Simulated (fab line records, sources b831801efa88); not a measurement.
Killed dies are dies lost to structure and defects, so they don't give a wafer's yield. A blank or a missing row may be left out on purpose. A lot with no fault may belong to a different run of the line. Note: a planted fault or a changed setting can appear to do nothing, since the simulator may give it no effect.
Which tool is to blame? + flow gf180mcu + 24 lots with 72 wafers sampled at 6 steps, on a route of 602 steps

WHAT EACH GAUGE READ, for each wafer
GF_M2_OVL_MEAS_15. Usual: M2_OVL 0 nm, standard deviation 5.4.
| lot  | measured     | on         | M2_OVL (nm) | flag |
|------|--------------|------------|-------------|------|
| L074 | day 19 08:00 | overlay-01 | -4 5 -1     |      |
| L075 | day 19 12:05 | overlay-02 | -1 3 -8     |      |
| L076 | day 20 03:14 | overlay-01 | 4 9 3       |      |
| L077 | day 20 14:40 | overlay-02 | 6 5 2       |      |
| L078 | day 20 21:13 | overlay-01 | 3 -4 -2     |      |
| L079 | day 21 05:49 | overlay-01 | -1 -5 -1    |      |
| L080 | day 21 11:59 | overlay-01 | -10 -5 -5   |      |
| L081 | day 21 22:14 | overlay-02 | 0 2 8       |      |
| L082 | day 22 08:29 | overlay-01 | -2 4 -1     |      |
| L084 | day 23 00:19 | overlay-01 | -5 -7 -8    |      |
| L083 | day 23 04:31 | overlay-02 | -1 2 -3     |      |
| L085 | day 23 08:33 | overlay-01 | 9 3 5       |      |
| L086 | day 23 18:32 | overlay-01 | 0 2 -8      |      |
| L087 | day 23 21:23 | overlay-02 | 7 7 5       |      |
| L088 | day 24 08:16 | overlay-01 | 8 1 -1      |      |
| L089 | day 24 18:55 | overlay-01 | 11 3 2      |      |
| L090 | day 25 01:01 | overlay-01 | -3 -6 0     |      |
| L091 | day 25 10:38 | overlay-02 | 0 0 1       |      |
| L092 | day 25 15:14 | overlay-01 | 3 -2 2      |      |
| L093 | day 25 21:22 | overlay-01 | -4 0 -6     |      |
| L094 | day 26 02:30 | overlay-01 | 3 5 4       |      |
| L095 | day 26 07:56 | overlay-02 | -8 -1 5     |      |
| L096 | day 26 14:59 | overlay-02 | -2 -12 -8   |      |
| L097 | day 27 01:32 | overlay-01 | 0 5 -1      |      |

GF_M5_CD_MEAS_07: target cd 280 nm. Usual: cd nm at 280.3 nm, with a standard deviation of 1.1.
| lot  | measured     | on        | cd nm (nm)        | flag |
|------|--------------|-----------|-------------------|------|
| L074 | day 26 09:04 | cd sem-01 | 279.1 282.2 280.7 |      |
| L075 | day 26 13:34 | cd sem-01 | 280.1 282.3 280.2 |      |
| L076 | day 27 00:29 | cd sem-01 | 281.2 282.0 280.7 |      |
| L077 | day 27 11:11 | cd sem-01 | 280.3 280.4 280.7 |      |
| L078 | day 27 16:18 | cd sem-01 | 280.0 279.1 278.6 |      |
| L079 | day 27 23:37 | cd sem-01 | 280.2 281.9 280.5 |      |
| L080 | day 28 05:41 | cd sem-01 | 278.7 279.5 279.3 |      |
| L081 | day 28 13:53 | cd sem-02 | 278.9 279.8 280.2 |      |
| L082 | day 28 22:03 | cd sem-01 | 281.0 282.6 280.7 |      |
| L084 | day 29 11:59 | cd sem-02 | 280.7 280.5 279.1 |      |
| L083 | day 29 13:33 | cd sem-02 | 279.8 280.4 279.4 |      |
| L085 | day 29 21:01 | cd sem-02 | 281.8 282.2 280.8 |      |
| L086 | day 30 05:07 | cd sem-01 | 279.0 280.1 278.8 |      |
| L087 | day 30 05:30 | cd sem-01 | 278.6 279.7 279.0 |      |
| L088 | day 30 15:02 | cd sem-01 | 280.4 280.2 279.3 |      |
| L089 | day 30 22:46 | cd sem-02 | 279.7 279.4 278.4 |      |
| L090 | day 31 03:53 | cd sem-02 | 279.8 281.1 280.5 |      |
| L091 | day 31 12:30 | cd sem-02 | 278.5 278.7 278.3 |      |
| L092 | day 31 14:17 | cd sem-01 | 279.9 281.3 280.7 |      |
| L093 | day 31 20:12 | cd sem-01 | 282.9 281.7 280.4 |      |
| L094 | day 32 01:01 | cd sem-01 | 279.9 280.7 280.6 |      |
| L095 | day 32 06:20 | cd sem-01 | 280.8 280.8 281.2 |      |
| L096 | day 32 11:28 | cd sem-01 | 277.0 280.0 278.5 |      |
| L097 | day 32 20:28 | cd sem-02 | 282.7 281.6 281.6 |      |

GF_V5_THK_MEAS_25: measures by xrf. Usual: V5_W_THK 346 nm, standard deviation 4.6.
| lot  | measured     | on            | V5_W_THK (nm) | flag |
|------|--------------|---------------|---------------|------|
| L074 | day 27 07:16 | film metro-04 | 341 338 338   |      |
| L075 | day 27 12:26 | film metro-02 | 347 354 346   |      |
| L076 | day 27 22:56 | film metro-02 | 343 342 339   |      |
| L077 | day 28 09:50 | film metro-04 | 343 343 346   |      |
| L078 | day 28 14:43 | film metro-04 | 346 343 347   |      |
| L079 | day 28 20:59 | film metro-02 | 345 346 339   |      |
| L080 | day 29 03:18 | film metro-02 | 343 339 341   |      |
| L081 | day 29 12:18 | film metro-04 | 343 337 342   |      |
| L082 | day 29 19:44 | film metro-04 | 349 345 349   |      |
| L084 | day 30 09:05 | film metro-04 | 343 338 343   |      |
| L083 | day 30 10:37 | film metro-04 | 338 343 343   |      |
| L085 | day 30 17:47 | film metro-02 | 351 353 352   |      |
| L086 | day 31 01:23 | film metro-02 | 348 348 351   |      |
| L087 | day 31 02:14 | film metro-02 | 348 357 349   |      |
| L088 | day 31 11:23 | film metro-02 | 349 352 352   |      |
| L089 | day 31 18:59 | film metro-02 | 343 345 353   |      |
| L090 | day 31 23:29 | film metro-02 | 351 349 349   |      |
| L091 | day 32 08:23 | film metro-04 | 342 350 345   |      |
| L092 | day 32 10:19 | film metro-02 | 347 341 342   |      |
| L093 | day 32 16:03 | film metro-04 | 342 341 344   |      |
| L094 | day 32 19:34 | film metro-04 | 344 348 346   |      |
| L095 | day 33 01:04 | film metro-04 | 342 346 347   |      |
| L096 | day 33 06:10 | film metro-02 | 343 345 344   |      |
| L097 | day 33 15:11 | film metro-04 | 350 352 351   |      |

GF_TOP_METAL_RS_MEAS_05: measurement is done with a four-point probe. Usual: TOP_METAL_ALCU_RS 0.0327 ohm/sq, standard deviation 0.00046.
| lot  | measured     | on            | TOP_METAL_ALCU_RS (ohm/sq) | flag |
|------|--------------|---------------|----------------------------|------|
| L074 | day 27 07:51 | film metro-04 | 0.0337 0.0328 0.0332       |      |
| L075 | day 27 13:01 | film metro-02 | 0.0330 0.0327 0.0325       |      |
| L076 | day 27 23:32 | film metro-02 | 0.0324 0.0330 0.0328       |      |
| L077 | day 28 10:26 | film metro-04 | 0.0330 0.0330 0.0330       |      |
| L078 | day 28 15:18 | film metro-04 | 0.0326 0.0327 0.0323       |      |
| L079 | day 28 21:35 | film metro-03 | 0.0329 0.0324 0.0320       |      |
| L080 | day 29 03:54 | film metro-04 | 0.0335 0.0327 0.0326       |      |
| L081 | day 29 12:53 | film metro-03 | 0.0328 0.0325 0.0322       |      |
| L082 | day 29 20:19 | film metro-02 | 0.0334 0.0322 0.0326       |      |
| L084 | day 30 09:41 | film metro-04 | 0.0323 0.0323 0.0329       |      |
| L083 | day 30 11:11 | film metro-02 | 0.0320 0.0324 0.0318       |      |
| L085 | day 30 18:34 | film metro-02 | 0.0323 0.0322 0.0321       |      |
| L086 | day 31 01:58 | film metro-04 | 0.0324 0.0322 0.0325       |      |
| L087 | day 31 02:50 | film metro-02 | 0.0325 0.0323 0.0323       |      |
| L088 | day 31 11:58 | film metro-02 | 0.0329 0.0327 0.0329       |      |
| L089 | day 31 19:35 | film metro-03 | 0.0336 0.0328 0.0331       |      |
| L090 | day 32 00:04 | film metro-04 | 0.0328 0.0333 0.0329       |      |
| L091 | day 32 09:11 | film metro-02 | 0.0321 0.0321 0.0321       |      |
| L092 | day 32 10:55 | film metro-04 | 0.0323 0.0325 0.0329       |      |
| L093 | day 32 16:38 | film metro-02 | 0.0329 0.0331 0.0330       |      |
| L094 | day 32 20:10 | film metro-02 | 0.0332 0.0335 0.0335       |      |
| L095 | day 33 01:40 | film metro-03 | 0.0335 0.0326 0.0328       |      |
| L096 | day 33 06:45 | film metro-03 | 0.0323 0.0326 0.0319       |      |
| L097 | day 33 15:59 | film metro-03 | 0.0325 0.0333 0.0324       |      |

GF_TOP_METAL_OVL_MEAS_15. Usual: TOP_METAL_OVL -0.5 nm, standard deviation 1.3.
| lot  | measured     | on         | TOP_METAL_OVL (nm) | flag |
|------|--------------|------------|--------------------|------|
| L074 | day 28 03:51 | overlay-02 | 2.2 1.3 0.7        |      |
| L075 | day 28 08:39 | overlay-01 | 0.3 -0.3 0.6       |      |
| L076 | day 28 18:20 | overlay-01 | 0.2 -1.1 -0.7      |      |
| L077 | day 29 05:37 | overlay-02 | -0.1 -0.5 -1.3     |      |
| L078 | day 29 10:25 | overlay-02 | 0.3 -0.2 1.2       |      |
| L079 | day 29 16:49 | overlay-01 | -2.4 -2.5 -2.5     |      |
| L080 | day 29 22:36 | overlay-01 | -2.0 -2.3 -1.9     |      |
| L081 | day 30 06:44 | overlay-01 | -1.3 -2.5 -2.7     |      |
| L082 | day 30 14:49 | overlay-01 | -1.7 -0.3 -0.3     |      |
| L084 | day 31 03:17 | overlay-02 | 1.3 0.6 2.2        |      |
| L083 | day 31 04:58 | overlay-01 | -1.9 -2.0 -1.9     |      |
| L085 | day 31 12:28 | overlay-01 | 0.2 -1.1 -1.2      |      |
| L086 | day 31 19:10 | overlay-02 | -1.6 -0.5 -0.5     |      |
| L087 | day 31 20:18 | overlay-01 | -0.9 -1.0 -0.2     |      |
| L088 | day 32 05:25 | overlay-01 | -1.4 -1.5 -1.7     |      |
| L089 | day 32 12:28 | overlay-02 | -2.1 -2.7 -1.3     |      |
| L090 | day 32 16:31 | overlay-02 | 0.2 0.8 0.0        |      |
| L091 | day 33 01:12 | overlay-01 | -1.3 -0.8 -0.4     |      |
| L092 | day 33 03:05 | overlay-01 | -0.7 -0.8 -1.3     |      |
| L093 | day 33 07:43 | overlay-02 | 3.1 1.5 1.9        |      |
| L094 | day 33 12:00 | overlay-02 | 1.5 -0.8 0.9       |      |
| L095 | day 33 17:42 | overlay-02 | 0.6 0.9 1.7        |      |
| L096 | day 33 22:15 | overlay-01 | -0.6 0.2 -0.9      |      |
| L097 | day 34 06:48 | overlay-01 | -0.3 0.1 -0.6      |      |

TOOL THAT RAN EACH LOT (tool first, then ch and the chambers of the sampled wafers, then the start)
| lot  | GF_V5_SPUTTER_21             |
|------|------------------------------|
| L074 | pvd sputter-02, day 27 06:53 |
| L075 | pvd sputter-02, day 27 12:05 |
| L076 | pvd sputter-02, day 27 22:35 |
| L077 | pvd sputter-01, day 28 09:18 |
| L078 | pvd sputter-03, day 28 14:23 |
| L079 | pvd sputter-02, day 28 20:37 |
| L080 | pvd sputter-03, day 29 02:57 |
| L081 | pvd sputter-03, day 29 11:58 |
| L082 | pvd sputter-01, day 29 19:24 |
| L084 | pvd sputter-01, day 30 08:45 |
| L083 | pvd sputter-02, day 30 10:17 |
| L085 | pvd sputter-03, day 30 17:26 |
| L086 | pvd sputter-03, day 31 01:03 |
| L087 | pvd sputter-03, day 31 01:52 |
| L088 | pvd sputter-01, day 31 11:03 |
| L089 | pvd sputter-02, day 31 18:38 |
| L090 | pvd sputter-02, day 31 23:08 |
| L091 | pvd sputter-01, day 32 07:56 |
| L092 | pvd sputter-01, day 32 09:58 |
| L093 | pvd sputter-03, day 32 15:41 |
| L094 | pvd sputter-01, day 32 19:13 |
| L095 | pvd sputter-01, day 33 00:43 |
| L096 | pvd sputter-03, day 33 05:49 |
| L097 | pvd sputter-01, day 33 14:50 |
- GF_V5_SPUTTER_21: material Ti, target thk 15 nm, time 80.02 s.

AS READ BY THE TOOLS THEMSELVES (means over the sampled wafers that have a number; for cases with no such wafer, the mark the record gives instead)
GF_V5_SPUTTER_21. Usual: throttle valve pct at 30.1 %, with a standard deviation of 1.2.
| lot  | tool           | throttle valve pct (%) | flag |
|------|----------------|------------------------|------|
| L074 | pvd sputter-02 | 31.1                   |      |
| L075 | pvd sputter-02 | 31.1                   |      |
| L076 | pvd sputter-02 | 30.7                   |      |
| L077 | pvd sputter-01 | 29.8                   |      |
| L078 | pvd sputter-03 | 30.4                   |      |
| L079 | pvd sputter-02 | 30.4                   |      |
| L080 | pvd sputter-03 | 29.2                   |      |
| L081 | pvd sputter-03 | 29.9                   |      |
| L082 | pvd sputter-01 | 28.2                   |      |
| L084 | pvd sputter-01 | 29.2                   |      |
| L083 | pvd sputter-02 | 31.4                   |      |
| L085 | pvd sputter-03 | 30.4                   |      |
| L086 | pvd sputter-03 | 30.0                   |      |
| L087 | pvd sputter-03 | 30.7                   |      |
| L088 | pvd sputter-01 | 29.1                   |      |
| L089 | pvd sputter-02 | 30.9                   |      |
| L090 | pvd sputter-02 | 31.3                   |      |
| L091 | pvd sputter-01 | 30.2                   |      |
| L092 | pvd sputter-01 | 29.1                   |      |
| L093 | pvd sputter-03 | 30.4                   |      |
| L094 | pvd sputter-01 | 29.6                   |      |
| L095 | pvd sputter-01 | 28.1                   |      |
| L096 | pvd sputter-03 | 30.7                   |      |
| L097 | pvd sputter-01 | 29.1                   |      |

THE ANSWER, worked out from the rows above alone
Rule: a lot counts as off when the mean over its wafers that have a number is more than 3 standard deviations away from the usual mean. A lot without any number at a reading at which 4 lots or more have one is off too. All remaining lots with rows at the step are treated as sound. First the gauges in route order, then the tools' own readings, where a lot's mean is used as printed above. The first step at which some lot is off is used, and at that step the reading that is off furthest; a lot without a number counts as furthest.
None of the lots is off at any reading shown; this tells nothing.

WHAT HAD BEEN PUT IN BY THE SIMULATOR
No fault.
